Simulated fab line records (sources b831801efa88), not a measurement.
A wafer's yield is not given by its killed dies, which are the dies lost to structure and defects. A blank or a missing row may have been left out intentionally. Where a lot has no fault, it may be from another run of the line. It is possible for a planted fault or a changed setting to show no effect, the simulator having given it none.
Which tool is to blame? -- flow gf180mcu -- 72 wafers from 24 lots sampled at 6 of the route's 602 steps

## WHAT EACH GAUGE READ, for each wafer
GF_M2_CD_MEAS_14: the cd target is 280 nm. Usual: cd_nm at 280.0 nm, with a standard deviation of 1.1.
lot,measured,on,cd_nm (nm),flag
L074,day 19 03:38,cd_sem-01,282.2 282.2 282.4,
L075,day 19 15:25,cd_sem-02,280.5 280.5 280.7,
L076,day 20 07:55,cd_sem-02,278.8 279.0 279.3,
L077,day 20 19:10,cd_sem-01,279.6 280.3 280.1,
L078,day 21 03:47,cd_sem-01,278.4 277.5 277.6,
L079,day 21 11:13,cd_sem-01,281.3 279.6 280.8,
L080,day 21 16:28,cd_sem-02,281.1 281.3 281.2,
L081,day 22 13:50,cd_sem-01,279.8 279.3 280.6,
L082,day 22 18:26,cd_sem-01,279.7 279.0 280.5,
L083,day 23 00:05,cd_sem-02,278.8 280.0 279.1,
L084,day 23 07:23,cd_sem-01,278.7 277.7 279.3,
L085,day 23 14:53,cd_sem-02,280.5 279.9 279.9,
L086,day 23 21:35,cd_sem-01,279.5 279.3 279.7,
L087,day 24 02:37,cd_sem-02,279.8 280.9 280.5,
L088,day 24 18:29,cd_sem-01,279.2 279.1 278.8,
L089,day 24 23:59,cd_sem-01,279.0 279.7 278.9,
L090,day 25 16:13,cd_sem-02,281.5 280.6 280.7,
L091,day 25 20:59,cd_sem-02,279.9 280.3 280.4,
L092,day 26 20:05,cd_sem-01,282.0 282.1 281.8,
L094,day 26 20:28,cd_sem-02,279.0 281.4 280.7,
L093,day 26 20:47,cd_sem-02,279.5 280.6 280.8,
L095,day 26 21:35,cd_sem-02,279.2 278.9 278.9,
L096,day 26 22:34,cd_sem-01,280.6 280.2 280.7,
L097,day 27 16:47,cd_sem-01,278.5 278.5 278.7,

GF_M4_CD_MEAS_14: the cd target is 280 nm. Usual: cd_nm at 279.8 nm, with a standard deviation of 1.1.
lot,measured,on,cd_nm (nm),flag
L074,day 23 08:19,cd_sem-02,279.7 277.8 278.4,
L075,day 23 20:58,cd_sem-01,278.0 279.2 278.8,
L076,day 24 21:04,cd_sem-02,278.7 278.8 278.1,
L077,day 24 21:58,cd_sem-01,277.8 279.5 279.0,
L078,day 25 03:05,cd_sem-01,277.6 278.5 279.0,
L079,day 25 16:35,cd_sem-01,281.5 282.2 281.2,
L080,day 25 20:56,cd_sem-01,278.5 277.8 278.9,
L081,day 26 16:07,cd_sem-02,280.5 279.9 280.1,
L082,day 26 19:26,cd_sem-02,281.6 282.9 281.7,
L083,day 26 22:41,cd_sem-02,279.9 281.7 278.9,
L084,day 27 00:56,cd_sem-01,281.4 282.1 280.2,
L085,day 27 16:38,cd_sem-02,279.6 279.3 279.1,
L086,day 27 18:50,cd_sem-01,279.8 278.7 279.9,
L087,day 27 21:13,cd_sem-01,280.0 278.3 279.0,
L088,day 28 10:56,cd_sem-01,280.8 279.9 279.0,
L089,day 28 19:20,cd_sem-02,280.1 279.8 280.6,
L090,day 29 07:20,cd_sem-01,280.5 280.2 280.6,
L091,day 29 12:28,cd_sem-01,279.4 280.3 278.4,
L092,day 30 12:32,cd_sem-02,279.9 281.6 280.1,
L094,day 30 08:53,cd_sem-02,280.2 279.4 280.2,
L093,day 30 10:11,cd_sem-01,281.3 280.1 281.2,
L095,day 30 09:29,cd_sem-01,278.2 278.8 279.6,
L096,day 30 11:17,cd_sem-01,280.0 280.3 280.5,
L097,day 31 04:06,cd_sem-02,280.8 280.0 279.8,

GF_V5_THK_MEAS_03. Usual: V5_CVD_02_THK gives 1455 nm (standard deviation 20).
lot,measured,on,V5_CVD_02_THK (nm),flag
L074,day 26 03:37,film_metro-01,1435 1438 1477,
L075,day 26 20:52,film_metro-03,1467 1454 1483,
L076,day 27 18:55,film_metro-01,1450 1455 1494,
L077,day 27 20:48,film_metro-01,1437 1440 1479,
L078,day 27 22:55,film_metro-01,1427 1440 1467,
L079,day 28 09:38,film_metro-03,1447 1461 1491,
L080,day 28 15:23,film_metro-04,1473 1453 1494,
L081,day 29 06:29,film_metro-03,1419 1415 1420,
L082,day 29 11:14,film_metro-04,1433 1461 1471,
L083,day 29 15:17,film_metro-01,1448 1460 1459,
L084,day 29 18:00,film_metro-04,1433 1411 1458,
L085,day 30 07:38,film_metro-01,1447 1463 1492,
L086,day 30 09:43,film_metro-04,1450 1459 1492,
L087,day 30 10:28,film_metro-03,1451 1488 1474,
L088,day 31 00:13,film_metro-04,1435 1483 1478,
L089,day 31 08:21,film_metro-03,1439 1462 1458,
L090,day 31 18:37,film_metro-01,1471 1469 1473,
L091,day 32 00:18,film_metro-04,1465 1413 1496,
L092,day 32 22:11,film_metro-04,1418 1410 1447,
L094,day 32 18:03,film_metro-01,1449 1454 1466,
L093,day 32 20:21,film_metro-03,1436 1432 1449,
L095,day 32 19:01,film_metro-03,1432 1473 1465,
L096,day 32 21:04,film_metro-04,1441 1467 1450,
L097,day 33 12:10,film_metro-04,1440 1482 1470,

## WHICH TOOL RAN EACH LOT (tool, then ch and the chambers of the sampled wafers, then the start)
lot,GF_V1_ETCH_16,GF_MIM_SPUTTER_03,GF_MIM_SPUTTER_09
L074,"rie_diel-04 ch 1,2,3, day 18 03:04","pvd_sputter-02, day 24 09:56","pvd_sputter-03, day 24 10:10"
L075,"rie_diel-04 ch 1,2,3, day 18 13:34","pvd_sputter-03, day 25 01:18","pvd_sputter-03, day 25 01:31"
L076,"rie_diel-02 ch 0,1,2, day 19 06:31","pvd_sputter-03, day 26 00:40","pvd_sputter-01, day 26 00:53"
L077,"rie_diel-01 ch 0,1,3, day 19 17:31","pvd_sputter-01, day 26 01:30","pvd_sputter-03, day 26 01:43"
L078,"rie_diel-02 ch 0,2,3, day 20 01:55","pvd_sputter-02, day 26 03:34","pvd_sputter-01, day 26 03:47"
L079,"rie_diel-04 ch 0,2,3, day 20 09:19","pvd_sputter-03, day 26 16:35","pvd_sputter-02, day 26 16:50"
L080,"rie_diel-01 ch 0,2, day 20 14:51","pvd_sputter-02, day 26 21:32","pvd_sputter-03, day 26 21:45"
L081,"rie_diel-02 ch 0,1,3, day 21 12:39","pvd_sputter-01, day 27 15:14","pvd_sputter-02, day 27 15:28"
L082,"rie_diel-01 ch 0,2,3, day 21 16:58","pvd_sputter-02, day 27 19:05","pvd_sputter-01, day 27 19:18"
L083,"rie_diel-01 ch 0,1, day 21 23:10","pvd_sputter-03, day 27 22:29","pvd_sputter-01, day 27 22:42"
L084,"rie_diel-02 ch 0,2,3, day 22 07:04","pvd_sputter-02, day 28 00:52","pvd_sputter-01, day 28 01:05"
L085,"rie_diel-04 ch 0,1,2, day 22 14:16","pvd_sputter-03, day 28 16:13","pvd_sputter-01, day 28 16:26"
L086,"rie_diel-04 ch 2,3, day 22 20:52","pvd_sputter-02, day 28 18:01","pvd_sputter-03, day 28 18:14"
L087,"rie_diel-02 ch 1,2,3, day 23 02:12","pvd_sputter-02, day 28 19:57","pvd_sputter-03, day 28 20:10"
L088,"rie_diel-01 ch 1,2, day 23 13:48","pvd_sputter-02, day 29 09:19","pvd_sputter-01, day 29 09:32"
L089,"rie_diel-04 ch 0,2, day 24 01:49","pvd_sputter-01, day 29 18:14","pvd_sputter-02, day 29 18:27"
L090,"rie_diel-04 ch 1,2,3, day 24 18:15","pvd_sputter-01, day 30 05:01","pvd_sputter-03, day 30 05:14"
L091,"rie_diel-02 ch 1,3, day 24 20:01","pvd_sputter-01, day 30 10:44","pvd_sputter-02, day 30 10:57"
L092,"rie_diel-02 ch 0,1, day 25 21:44","pvd_sputter-03, day 31 09:59","pvd_sputter-02, day 31 10:12"
L094,"rie_diel-04 ch 1,2,3, day 25 22:41","pvd_sputter-02, day 31 06:05","pvd_sputter-03, day 31 06:19"
L093,"rie_diel-02 ch 1,3, day 25 23:07","pvd_sputter-01, day 31 07:53","pvd_sputter-02, day 31 08:10"
L095,"rie_diel-01 ch 0,2,3, day 25 23:28","pvd_sputter-01, day 31 07:21","pvd_sputter-02, day 31 07:35"
L096,"rie_diel-02 ch 0,1,3, day 26 00:02","pvd_sputter-02, day 31 09:02","pvd_sputter-02, day 31 09:16"
L097,"rie_diel-01 ch 0,1,2, day 26 18:31","pvd_sputter-02, day 32 01:08","pvd_sputter-01, day 32 01:21"
- GF_V1_ETCH_16: etches BARC in N2/H2.
- GF_MIM_SPUTTER_03: material Ti, target thk 10 nm, time 6.7 s.
- GF_MIM_SPUTTER_09: material TiN, target thk 35 nm, time 29.2 s.

## AS READ BY THE TOOLS THEMSELVES (means over the sampled wafers that have a number; for cases with no such wafer, the mark the record gives instead)
GF_V1_ETCH_16. Usual: drypump_motor_current_A 5.7 A, standard deviation 0.38; oes_product_au 0.854 a.u., standard deviation 0.0052; throttle_valve_pct 13.223 %, standard deviation 0.0091.
lot,tool,drypump_motor_current_A (A),oes_product_au (a.u.),throttle_valve_pct (%),flag
L074,rie_diel-04,5.8,0.854,13.222,
L075,rie_diel-04,5.7,0.859,13.228,
L076,rie_diel-02,5.7,0.850,13.230,
L077,rie_diel-01,5.8,0.855,13.231,
L078,rie_diel-02,5.8,0.852,13.223,
L079,rie_diel-04,5.9,0.851,13.231,
L080,rie_diel-01,5.1,0.855,13.222,
L081,rie_diel-02,5.8,0.860,13.219,
L082,rie_diel-01,5.3,0.856,13.221,
L083,rie_diel-01,5.6,0.851,13.225,
L084,rie_diel-02,5.8,0.854,13.230,
L085,rie_diel-04,5.8,0.855,13.226,
L086,rie_diel-04,5.9,0.854,13.225,
L087,rie_diel-02,5.9,0.854,13.226,
L088,rie_diel-01,5.6,0.853,13.231,
L089,rie_diel-04,6.0,0.855,13.220,
L090,rie_diel-04,5.7,0.855,13.218,
L091,rie_diel-02,5.9,0.854,13.222,
L092,rie_diel-02,5.7,0.854,13.209,
L094,rie_diel-04,5.7,0.853,13.225,
L093,rie_diel-02,5.9,0.853,13.224,
L095,rie_diel-01,5.3,0.853,13.227,
L096,rie_diel-02,5.8,0.856,13.228,
L097,rie_diel-01,5.6,0.859,13.212,

GF_MIM_SPUTTER_03. Usual: throttle_valve_pct at 29.7 %, with a standard deviation of 0.67.
lot,tool,throttle_valve_pct (%),flag
L074,pvd_sputter-02,30.5,
L075,pvd_sputter-03,29.7,
L076,pvd_sputter-03,30.1,
L077,pvd_sputter-01,30.5,
L078,pvd_sputter-02,30.0,
L079,pvd_sputter-03,29.6,
L080,pvd_sputter-02,29.6,
L081,pvd_sputter-01,29.2,
L082,pvd_sputter-02,30.2,
L083,pvd_sputter-03,29.9,
L084,pvd_sputter-02,30.5,
L085,pvd_sputter-03,29.4,
L086,pvd_sputter-02,30.1,
L087,pvd_sputter-02,30.3,
L088,pvd_sputter-02,29.7,
L089,pvd_sputter-01,30.4,
L090,pvd_sputter-01,29.7,
L091,pvd_sputter-01,29.7,
L092,pvd_sputter-03,29.8,
L094,pvd_sputter-02,30.0,
L093,pvd_sputter-01,29.9,
L095,pvd_sputter-01,29.2,
L096,pvd_sputter-02,29.7,
L097,pvd_sputter-02,30.3,

GF_MIM_SPUTTER_09. Usual: throttle_valve_pct at 29.7 %, with a standard deviation of 0.63.
lot,tool,throttle_valve_pct (%),flag
L074,pvd_sputter-03,29.8,
L075,pvd_sputter-03,29.8,
L076,pvd_sputter-01,29.8,
L077,pvd_sputter-03,29.4,
L078,pvd_sputter-01,29.9,
L079,pvd_sputter-02,29.1,
L080,pvd_sputter-03,29.8,
L081,pvd_sputter-02,29.8,
L082,pvd_sputter-01,29.8,
L083,pvd_sputter-01,29.5,
L084,pvd_sputter-01,29.8,
L085,pvd_sputter-01,29.7,
L086,pvd_sputter-03,29.5,
L087,pvd_sputter-03,29.6,
L088,pvd_sputter-01,29.0,
L089,pvd_sputter-02,30.2,
L090,pvd_sputter-03,30.3,
L091,pvd_sputter-02,29.4,
L092,pvd_sputter-02,29.7,
L094,pvd_sputter-03,29.9,
L093,pvd_sputter-02,29.9,
L095,pvd_sputter-02,29.8,
L096,pvd_sputter-02,30.0,
L097,pvd_sputter-01,29.8,

## THE ANSWER, worked out from the rows above alone
Rule: a lot counts as off when the mean over its wafers that have a number is more than 3 standard deviations away from the usual mean. Also off: a lot with no number at a reading for which 4 or more lots have one. Where the step has rows for the other lots, those lots are counted as sound. Order of review: gauges by route order, followed by the tools' own readings, for which a lot's mean as printed above is used. At the first step where some lot is off, the reading lying furthest off is the one used; lots without a number count as furthest.
Across all readings shown, no lot is off: no conclusion can be drawn from this.

## WHAT THE SIMULATOR PUT IN
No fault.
